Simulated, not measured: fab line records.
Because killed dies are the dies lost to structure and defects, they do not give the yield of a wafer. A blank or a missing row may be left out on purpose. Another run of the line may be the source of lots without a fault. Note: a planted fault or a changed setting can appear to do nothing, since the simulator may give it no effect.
Struck lot and sound lot, side by side | flow sky130 | 17 steps out of a route of 708
Sound: the wafers L770.1, L770.2, L770.6. Wafers L763.1, L763.2, L763.5 were the ones struck. The cause is given at the end.
Per side, at each step with rows, come the tool, then ch with its chambers, and then its first start. Under that, the readings that differ: sound wafers | struck wafers | difference of the means | sigmas: that difference in standard deviations of wafers without a fault.
alike: readings whose means differ by less than 2 such deviations, and words and numbers that are the same on both sides. not compared: withheld readings, readings that some wafer has no value for, bounds like >300 that may hide the same value, and numbers for which the record gives no deviation and whose values overlap.
A row with sigmas, a row that says differs or no value, or rows on one side alone: a step with any of these is where the two part. When numbers do not overlap yet have no deviation, they are printed without sigmas and do not part them. Lack of a reading on every wafer of one side parts them only where that side has two or more wafers.

first, 2 steps without rows for these wafers: SKY_LOCAL_INTERCONNECT_PEB_09; SKY_LOCAL_INTERCONNECT_DEVELOP_10 (develop time 60 s).
SKY_LOCAL_INTERCONNECT_CD_MEAS_11: target cd 170 nm.
  sound on cd_sem-01, day 36 21:11; struck on cd_sem-02, day 34 20:19
  alike: cd_nm
SKY_LOCAL_INTERCONNECT_OVL_MEAS_12:
  sound on overlay-01, day 36 21:19; struck on overlay-02, day 34 20:26
  alike: LOCAL_INTERCONNECT_OVL
SKY_LOCAL_INTERCONNECT_ETCH_13: etches BARC in N2/H2, stops on SiO2, time 45.9 s, target depth 60 nm.
  sound on rie_metal-02 ch 0,1, day 36 21:20; struck on rie_metal-01 ch 0,1, day 34 20:28
  alike: drypump_motor_current_A, oes_product_au, throttle_valve_pct
  not compared: rf_hours_counter_h
SKY_LOCAL_INTERCONNECT_METAL_ETCH_14: etches TiN in Cl2/BCl3, stops on PSG, target depth 110 nm, time 31.4 s.
  sound on rie_metal-02 ch 0,1, day 36 21:25; struck on rie_metal-01 ch 0,1, day 34 20:32
  alike: drypump_motor_current_A, oes_product_au, throttle_valve_pct
  not compared: rf_hours_counter_h
SKY_LOCAL_INTERCONNECT_STRIP_15: strips in O2/N2.
  sound on plasma_asher-03 ch 0,1, day 36 21:28; struck on plasma_asher-04 ch 0,1, day 34 20:35
  reading               | sound             | struck            | difference | sigmas
  oes_product_au (a.u.) | 0.431 0.433 0.429 | 0.426 0.419 0.421 | -0.009     | -2
  alike: drypump_motor_current_A, strip_time_to_endpoint_s
  not compared: rf_hours_counter_h
then, 3 steps without rows for these wafers: SKY_LOCAL_INTERCONNECT_STRIP_16 (strips in post etch residue remover, time 1200 s); SKY_LOCAL_INTERCONNECT_CLEAN_17 (cleans in IPA, time 180 s); SKY_LOCAL_INTERCONNECT_CLEAN_18 (cleans in O3/DIW).
SKY_CONTACT_CVD_00: deposits Si3N4, target thk 75 nm.
  sound on pecvd-02 ch 0,1,2, day 36 22:03; struck on pecvd-02 ch 0,1,2, day 34 21:11
  alike: heater_power_outer_w, heater_power_w
SKY_CONTACT_THK_MEAS_01:
  sound on film_metro-04, day 36 22:05; struck on film_metro-04, day 34 21:13
  alike: CONTACT_CVD_00_THK
SKY_CONTACT_HDPCVD_02: deposits SiO2, target thk 565 nm, time 94.2 s.
  sound on hdpcvd-02 ch 0,1, day 36 22:08; struck on hdpcvd-01 ch 0,2, day 34 21:16
  reading                                     | sound             | struck            | difference | sigmas
  run_length_s (s)                            | 122.4 122.9 121.8 | 127.2 128.3 127.2 | +5.2       | +10
  model.SiO2_of_CONTACT_HDPCVD_02.thk_nm (nm) | 559.8 559 547.8   | 602.4 597.9 601.2 | +45.0      |
SKY_CONTACT_THK_MEAS_03:
  sound on film_metro-01, day 36 22:13; struck on film_metro-01, day 34 21:20
  reading                 | sound       | struck      | difference | sigmas
  CONTACT_HDPCVD_THK (nm) | 560 559 547 | 603 598 601 | +45        | +7
SKY_CONTACT_CMP_04: polishes SiO2.
  sound on cmp-02 ch 0,2,3, day 36 22:19; struck on cmp-01 ch 0,2, day 34 21:24
  reading                | sound    | struck     | difference | sigmas
  time_to_endpoint_s (s) | 75 85 82 | 98 100 101 | +19        | +4
  alike: motor_current_A, retaining_ring_pressure_frac
SKY_CONTACT_BOW_MEAS_05:
  sound on film_metro-04, day 36 22:34; struck on film_metro-03, day 34 21:42
  alike: CONTACT_BOW
-- the record jumps here: 14 days lie between the struck wafers' starts before and after (it left off in module CONTACT and takes up again in module PAD_OPEN, whose first step shown is number 708 of the route) --
SKY_PAD_OPEN_PROBE_99:
  sound on prober-01, day 50 12:02; struck on prober-01, day 49 03:41
  alike: killed_at_M0_to_M3, killed_at_M4_up, killed_at_contacts, killed_at_front_end, killed_at_other, killed_dies, killed_open, killed_short

== WHERE THEY PART ==
Last at SKY_CONTACT_CMP_04 as far as this record goes, first at SKY_LOCAL_INTERCONNECT_STRIP_15. Later steps at which nothing parts them and some readings are alike: SKY_CONTACT_BOW_MEAS_05, SKY_PAD_OPEN_PROBE_99.

WHY: the cause the simulator had injected
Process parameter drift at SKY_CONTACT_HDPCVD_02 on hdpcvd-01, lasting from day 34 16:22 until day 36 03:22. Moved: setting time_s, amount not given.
